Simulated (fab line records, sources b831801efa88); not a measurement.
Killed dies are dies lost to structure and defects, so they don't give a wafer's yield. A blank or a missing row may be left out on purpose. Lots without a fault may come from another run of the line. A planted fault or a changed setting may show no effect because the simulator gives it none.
fab line records | flow sky130
record lots=10 wafers=30 last_day=51
route steps=708 shown VIA1@474 METAL2@484 VIA2@522 PAD_OPEN@708
lots that met no fault: from a run of the same line without faults
start_h: hours from the record's first day to the start of the lot's first wafer shown | wait_h: hours since the lot's step before | " the same as in the row above | L1.1+2: a row that stands for several wafers | - no value, or no start given | * or withheld: withheld | < > ~ a bound
route shown NAME@n: a module of which the file shows steps, and the number in the route of the first | usual: mean/standard deviation of fault-free wafers | same: alike in all rows | chamber/n: place in a boat | sites: the reading at each site | _std_site: their standard deviation | _edge_site: outer sites' mean less inner sites' | radius_mm: how far each site lies from the wafer's centre | mask NAME#n: copy n | behind: the tool/chamber that last shaped the wafer | hold: why the lot was held/for how many hours/how that ended | device: the transistor (n, p or np) that didn't switch | end of line: the same wafers' tests at the end of the route | a step without rows: its recipe alone | killed: dies lost to structure and defects at the first sort, not the wafer's yield | map: a wafer's dies, x killed, . not, _ none there
set.NAME: the setting as run; set.NAME@STEP: as run at that earlier step | model.NAME: the simulator's own value behind a step, which no gauge read
steps of the route over a sample of lots; a table a step, a row a wafer
services: from which hour (start_h, from the record's first day; less than 0 if before it) a tool's chamber was out of use, for how many hours, and why
## steps
# step SKY_VIA1_STRIP_16
# recipe chemistry=O2/N2 power_w=1400 pressure_mtorr=1500 platen_temp_c=withheld o2_flow_sccm=3000 n2_flow_sccm=300 overash_fraction=0.5
# usual drypump_motor_current_A=5.6/0.38 o2_flow_sccm=3000/8.8 oes_product_au=0.415/0.0043 strip_time_to_endpoint_s=4.449/0.02
# columns lot.wafer tool chamber start_h wait_h drypump_motor_current_A o2_flow_sccm oes_product_au rf_hours_counter_h strip_time_to_endpoint_s
L234.1 plasma_asher-03 1 818.91 0.0 6.4 2978 0.426 96 4.433
L234.4 " 1 " " 6.4 3000 0.415 - 4.476
L234.5 " 1 " " 6.4 2997 0.420 - 4.448
L236.1 plasma_asher-03 0 825.43 0.0 5.3 3005 0.410 96 4.421
L236.4 " 0 " " 5.4 3006 0.416 - 4.459
L236.6 " 1 " " 6.4 3003 0.416 - 4.412
L237.1 plasma_asher-02 0 835.22 0.0 5.4 3013 0.418 38 4.436
L237.5 " 1 " " 5.4 3008 0.411 - 4.441
L237.6 " 0 " " 5.4 2999 0.415 - 4.449
L242.1 plasma_asher-02 0 869.11 0.0 5.4 2998 0.421 42 4.465
L242.3 " 0 " " 5.4 2999 0.409 - 4.453
L242.4 " 1 " " 5.4 3019 0.413 - 4.432
L250.2 plasma_asher-03 1 944.82 0.0 6.4 3008 0.408 105 4.444
L250.3 " 1 " " 6.4 2984 0.416 - 4.457
L250.6 " 1 " " 6.4 2990 0.408 - 4.448
L251.1 plasma_asher-02 0 946.03 0.0 5.4 2994 0.415 50 4.478
L251.2 " 1 " " 5.4 3009 0.411 50 4.452
L251.3 " 1 " " 5.4 3013 0.414 - 4.436
L255.1 plasma_asher-02 0 967.19 0.0 5.5 3005 0.415 53 4.442
L255.2 " 1 " " 5.4 2995 0.409 53 4.495
L255.5 " 1 " " 5.4 2986 0.407 - 4.461
L253.1 plasma_asher-04 0 969.37 0.0 5.5 2997 0.420 22 4.458
L253.3 " 1 " " 5.7 2996 0.419 - 4.425
L253.4 " 0 " " 5.5 2994 0.412 - 4.411
L256.4 plasma_asher-03 0 973.38 0.0 5.4 2990 0.409 - 4.424
L256.5 " 0 " " 5.4 3003 0.419 - 4.448
L256.6 " 1 " " 6.4 3012 0.408 - 4.442
L257.1 plasma_asher-03 1 980.64 0.0 6.4 2998 0.416 109 4.445
L257.4 " 1 " " 6.4 3003 0.415 - 4.470
L257.6 " 0 " " 5.4 3017 0.416 - 4.472
# step SKY_METAL2_SPUTTER_01
# recipe material=TiN target_thk_nm=20 power_w=6500 time_s=16.7 chamber_pressure_pa=0.4
# usual throttle_valve_pct=29.8/0.86
# columns lot.wafer tool chamber start_h wait_h throttle_valve_pct
L234.1 pvd_sputter-04 - 820.16 0.0 29.7
L234.4 " - " " 31.4
L234.5 " - " " 31.2
L236.1 pvd_sputter-04 - 826.71 0.0 28.9
L236.4 " - " " 31.3
L236.6 " - " " 31.6
L237.1 pvd_sputter-04 - 836.51 0.0 30.4
L237.5 " - " " 29.6
L237.6 " - " " 31.2
L242.1 pvd_sputter-02 - 870.64 0.0 30.7
L242.3 " - " " 29.6
L242.4 " - " " 29.4
L250.2 pvd_sputter-01 - 946.07 0.0 28.8
L250.3 " - " " 29.9
L250.6 " - " " 28.9
L251.1 pvd_sputter-02 - 947.28 0.0 29.6
L251.2 " - " " 30.1
L251.3 " - " " 29.3
L255.1 pvd_sputter-01 - 968.48 0.0 30.1
L255.2 " - " " 28.6
L255.5 " - " " 30.0
L253.1 pvd_sputter-02 - 970.66 0.0 29.4
L253.3 " - " " 29.6
L253.4 " - " " 30.3
L256.4 pvd_sputter-04 - 975.55 0.0 28.7
L256.5 " - " " 28.7
L256.6 " - " " 29.6
L257.1 pvd_sputter-01 - 981.89 0.0 30.9
L257.4 " - " " 30.1
L257.6 " - " " 30.9
# step SKY_METAL2_STRIP_20
# recipe chemistry=O2/N2 power_w=1400 pressure_mtorr=1500 platen_temp_c=withheld o2_flow_sccm=3000 n2_flow_sccm=300 overash_fraction=0.5
# usual drypump_motor_current_A=5.9/0.51 o2_flow_sccm=3000/8.8 oes_product_au=0.343/0.0055 strip_time_to_endpoint_s=2.73/0.055
# columns lot.wafer tool chamber start_h wait_h drypump_motor_current_A o2_flow_sccm oes_product_au rf_hours_counter_h strip_time_to_endpoint_s
L234.1 plasma_asher-03 0 847.40 0.1 5.3 2987 0.336 98 2.73
L234.4 " 1 " " 6.4 3014 0.341 - 2.68
L234.5 " 0 " " 5.3 3004 0.348 - 2.70
L236.1 plasma_asher-02 1 853.43 0.1 5.4 3011 0.352 40 2.78
L236.4 " 1 " " 5.4 3004 0.345 - 2.78
L236.6 " 0 " " 5.5 2979 0.345 - 2.65
L237.1 plasma_asher-02 0 863.12 0.1 5.5 3009 0.350 41 2.72
L237.5 " 0 " " 5.4 3001 0.341 - 2.74
L237.6 " 1 " " 5.4 3011 0.340 - 2.68
L242.1 plasma_asher-01 1 897.10 0.1 6.5 2997 0.344 80 2.72
L242.3 " 1 " " 6.5 2996 0.341 - 2.78
L242.4 " 0 " " 6.4 2988 0.335 - 2.72
L250.2 plasma_asher-01 1 971.42 0.1 6.5 2991 0.341 88 2.67
L250.3 " 0 " " 6.4 3009 0.342 - 2.68
L250.6 " 0 " " 6.4 3001 0.351 - 2.76
L251.1 plasma_asher-01 0 972.08 0.1 6.4 3005 0.339 88 2.67
L251.2 " 1 " " 6.5 3000 0.346 88 2.71
L251.3 " 0 " " 6.4 2992 0.345 - 2.69
L255.1 plasma_asher-01 1 993.35 0.1 6.5 3006 0.341 91 2.64
L255.2 " 0 " " 6.4 3003 0.341 91 2.78
L255.5 " 0 " " 6.4 2995 0.351 - 2.76
L253.1 plasma_asher-02 1 995.77 0.1 5.4 3014 0.345 54 2.68
L253.3 " 1 " " 5.4 3008 0.347 - 2.79
L253.4 " 0 " " 5.5 2994 0.350 - 2.69
L256.4 plasma_asher-03 1 1000.00 0.1 6.4 2988 0.344 - 2.74
L256.5 " 0 " " 5.3 2997 0.341 - 2.81
L256.6 " 1 " " 6.5 3014 0.349 - 2.70
L257.1 plasma_asher-01 1 1006.33 0.1 6.5 3000 0.351 92 2.77
L257.4 " 1 " " 6.5 3004 0.338 - 2.70
L257.6 " 0 " " 6.4 2997 0.343 - 2.68
# step SKY_VIA2_ETCH_15
# recipe target=SiO2 chemistry=C4F8/O2/Ar target_depth_nm=546 stop_on=TiN mask_material=KrF-thick source_w=1500 bias_w=1200 pressure_mtorr=40 c4f8_flow_sccm=withheld O2_flow_sccm=6 Ar_flow_sccm=300 time_s=84
# usual oes_product_au=0.940/0.005 rf_fwd_power_W=1490/5
# columns lot.wafer tool chamber start_h wait_h oes_product_au rf_fwd_power_W rf_hours_counter_h
L234.1 rie_diel-02 0 875.26 0.0 0.947 1496 6
L234.4 " 1 " " 0.941 1490 12
L234.5 " 3 " " 0.946 1486 -
L236.1 rie_diel-02 3 880.50 0.0 0.936 1493 26
L236.4 " 0 " " 0.949 1496 6
L236.6 " 1 " " 0.943 1493 -
L237.1 rie_diel-03 0 890.22 0.0 0.938 1484 26
L237.5 " 2 " " 0.941 1485 -
L237.6 " 3 " " 0.942 1503 -
L242.1 rie_diel-03 3 924.81 0.0 0.945 1493 9
L242.3 " 1 " " 0.931 1488 14
L242.4 " 1 " " 0.942 1494 -
L250.2 rie_diel-03 2 996.67 0.0 0.943 1480 0
L250.3 " 3 " " 0.937 1496 12
L250.6 " 3 " " 0.942 1495 -
L251.1 rie_diel-03 1 998.22 0.0 0.936 1245 17
L251.2 " 0 " " 0.933 1245 30
L251.3 " 3 " " 0.930 1256 12
L255.1 rie_diel-04 0 1018.65 0.0 0.943 1489 5
L255.2 " 1 " " 0.947 1492 12
L255.5 " 3 " " 0.943 1495 -
L253.1 rie_diel-03 3 1020.62 0.0 0.951 1252 13
L253.3 " 1 " " 0.943 1247 18
L253.4 " 2 " " 0.929 1246 -
L256.4 rie_diel-02 2 1025.25 0.0 0.944 1486 20
L256.5 " 3 " " 0.949 1488 -
L256.6 " 2 " " 0.929 1490 -
L257.1 rie_diel-04 1 1030.70 0.0 0.948 1483 12
L257.4 " 2 " " 0.937 1487 8
L257.6 " 2 " " 0.939 1490 -
# step SKY_VIA2_STRIP_16
# recipe chemistry=O2/N2 power_w=1400 pressure_mtorr=1500 platen_temp_c=withheld o2_flow_sccm=3000 n2_flow_sccm=300 overash_fraction=0.5
# usual drypump_motor_current_A=5.9/0.46 o2_flow_sccm=3000/9.1 oes_product_au=0.399/0.0047 strip_time_to_endpoint_s=4.046/0.023
# columns lot.wafer tool chamber start_h wait_h drypump_motor_current_A o2_flow_sccm oes_product_au rf_hours_counter_h strip_time_to_endpoint_s
L234.1 plasma_asher-02 1 875.32 0.0 5.4 3006 0.399 42 4.062
L234.4 " 0 " " 5.5 3005 0.404 - 4.070
L234.5 " 1 " " 5.4 3008 0.394 - 4.056
L236.1 plasma_asher-01 0 880.56 0.0 6.4 2996 0.401 77 4.030
L236.4 " 0 " " 6.4 3006 0.395 - 4.030
L236.6 " 0 " " 6.4 2999 0.397 - 4.052
L237.1 plasma_asher-02 1 890.29 0.0 5.4 3017 0.411 44 4.014
L237.5 " 1 " " 5.4 2998 0.404 - 4.067
L237.6 " 0 " " 5.4 3015 0.394 - 4.012
L242.1 plasma_asher-02 1 924.87 0.0 5.4 2997 0.401 48 4.040
L242.3 " 0 " " 5.5 2998 0.400 - 4.052
L242.4 " 1 " " 5.4 3005 0.401 - 4.067
L250.2 plasma_asher-04 0 996.74 0.0 5.6 2995 0.399 26 4.069
L250.3 " 1 " " 5.7 3003 0.398 - 4.038
L250.6 " 0 " " 5.5 2993 0.398 - 4.014
L251.1 plasma_asher-01 0 998.29 0.0 6.4 2997 0.413 91 4.141
L251.2 " 1 " " 6.5 2980 0.396 91 4.117
L251.3 " 0 " " 6.4 2991 0.396 - 4.105
L255.1 plasma_asher-02 1 1018.71 0.0 5.4 2991 0.394 56 4.050
L255.2 " 0 " " 5.5 3002 0.399 56 4.076
L255.5 " 1 " " 5.4 3006 0.394 - 4.023
L253.1 plasma_asher-04 0 1020.69 0.0 5.5 2995 0.392 28 4.101
L253.3 " 1 " " 5.6 2991 0.403 - 4.097
L253.4 " 0 " " 5.5 2985 0.398 - 4.118
L256.4 plasma_asher-02 1 1025.34 0.1 5.4 3008 0.407 - 4.066
L256.5 " 1 " " 5.4 3001 0.402 - 4.034
L256.6 " 0 " " 5.5 3009 0.393 - 4.077
L257.1 plasma_asher-01 1 1030.76 0.0 6.4 3010 0.408 95 4.071
L257.4 " 0 " " 6.4 2997 0.404 - 4.011
L257.6 " 1 " " 6.5 2998 0.395 - 4.003
# step SKY_PAD_OPEN_PROBE_99
# usual defect_limited_yield=82.4/1.8 killed_at_M0_to_M3=43/6.6 killed_at_M4_up=3.1/1.9 killed_at_contacts=24/5.2 killed_at_front_end=16/4.5 killed_at_other=0.4/0.62 killed_dies=87/9 killed_open=48/7 killed_short=39/6.2 sort_bin_3_pad_short=0.9/0.44 sort_bin_5_function=10.3/1.3 sort_bin_6_memory=6.5/1.1 sort_n_pass=405/9 sort_yield_pct=82.4/1.8
# same gross_dies=492 killed_at_back_side=0 sort_bin_4_leakage[%]=0 sort_bin_8_speed[%]=0
# columns lot.wafer tool chamber start_h wait_h defect_limited_yield[%] killed_at_M0_to_M3 killed_at_M4_up killed_at_contacts killed_at_front_end killed_at_other killed_dies killed_open killed_short sort_bin_3_pad_short[%] sort_bin_5_function[%] sort_bin_6_memory[%] sort_n_pass sort_yield_pct[%]
L236.1 prober-02 - 1108.02 0.1 80.7 42 6 31 16 0 95 55 40 1.0 10.8 7.5 397 80.7
L236.4 prober-02 - 1108.17 0.2 85.0 41 0 22 11 0 74 39 35 0.6 9.6 4.9 418 85.0
L236.6 prober-02 - 1108.27 0.2 84.3 46 3 14 13 1 77 46 31 1.0 9.8 4.9 415 84.3
# killed by level:class
L236.1 CONTACT:geometric_particle:open=12 VIA3:geometric_particle:open=12 VIA1:geometric_particle:open=8 LI_CONTACT:geometric_particle:open=7 CONTACT:geometric_particle:short=6 POLY_GATE:geometric_particle:open=6 METAL2:geometric_particle:short=6 METAL4:geometric_particle:short=6
L236.4 VIA2:geometric_particle:open=9 VIA1:geometric_particle:short=8 VIA3:geometric_particle:open=6 CONTACT:geometric_particle:open=6 CONTACT:geometric_particle:short=6 VIA1:geometric_particle:open=6 LI_CONTACT:geometric_particle:open=5 LOCAL_INTERCONNECT:geometric_particle:short=4
L236.6 VIA1:geometric_particle:open=12 VIA2:geometric_particle:open=9 METAL1:geometric_particle:short=7 CONTACT:geometric_particle:open=6 VIA3:geometric_particle:short=5 VIA3:geometric_particle:open=4 VIA1:geometric_particle:short=4 FIELD_ISO:geometric_particle:open=3
## services
# columns tool chamber start_h hours kind
rie_diel-03 3 806.12 5.0 repair
pvd_sputter-01 - 815.64 29.9 repair
pvd_sputter-02 - 819.87 9.2 repair
pvd_sputter-02 - 825.27 1.7 repair
rie_diel-03 1 831.31 5.2 repair
rie_diel-02 - 834.16 2.8 pm
rie_diel-04 - 839.00 0.6 repair
rie_diel-03 1 839.52 13.1 repair
rie_diel-02 0 845.38 17.4 repair
rie_diel-03 - 853.39 0.6 repair
rie_diel-04 0 864.53 2.7 repair
rie_diel-03 1 868.16 4.5 repair
plasma_asher-03 - 882.40 28.1 pm
pvd_sputter-04 - 887.49 4.1 repair
plasma_asher-04 - 887.83 0.8 repair
plasma_asher-04 - 910.53 2.4 repair
rie_diel-03 2 917.48 22.3 repair
plasma_asher-03 - 932.99 3.8 repair
plasma_asher-01 - 947.69 1.3 repair
plasma_asher-02 - 967.48 15.6 pm
rie_diel-02 2 973.75 11.4 repair
pvd_sputter-02 - 979.68 1.3 repair
rie_diel-02 2 1003.77 11.6 repair
rie_diel-03 - 1028.05 0.4 repair
## key
first_sign step=SKY_VIA2_ETCH_15 reading=rf_fwd_power_W direction=down sigmas=49 usual=1490 struck=1249
effect step=SKY_VIA2_STRIP_16 reading=strip_time_to_endpoint_s direction=up sigmas=2.9 usual=* struck=*
met_at SKY_VIA2_ETCH_15
struck_lots L251,L253
not_acting_at SKY_VIA1_STRIP_16,SKY_METAL2_SPUTTER_01,SKY_METAL2_STRIP_20
onset_between 996.67 998.22
fault kind=process_parameter_drift tool=rie_diel-03 chamber=- onset_h=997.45 steps=SKY_VIA2_ETCH_15 channel=source_w offset=-240 shape=step end_h=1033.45 acts_in=these_recipes_only stated=1500
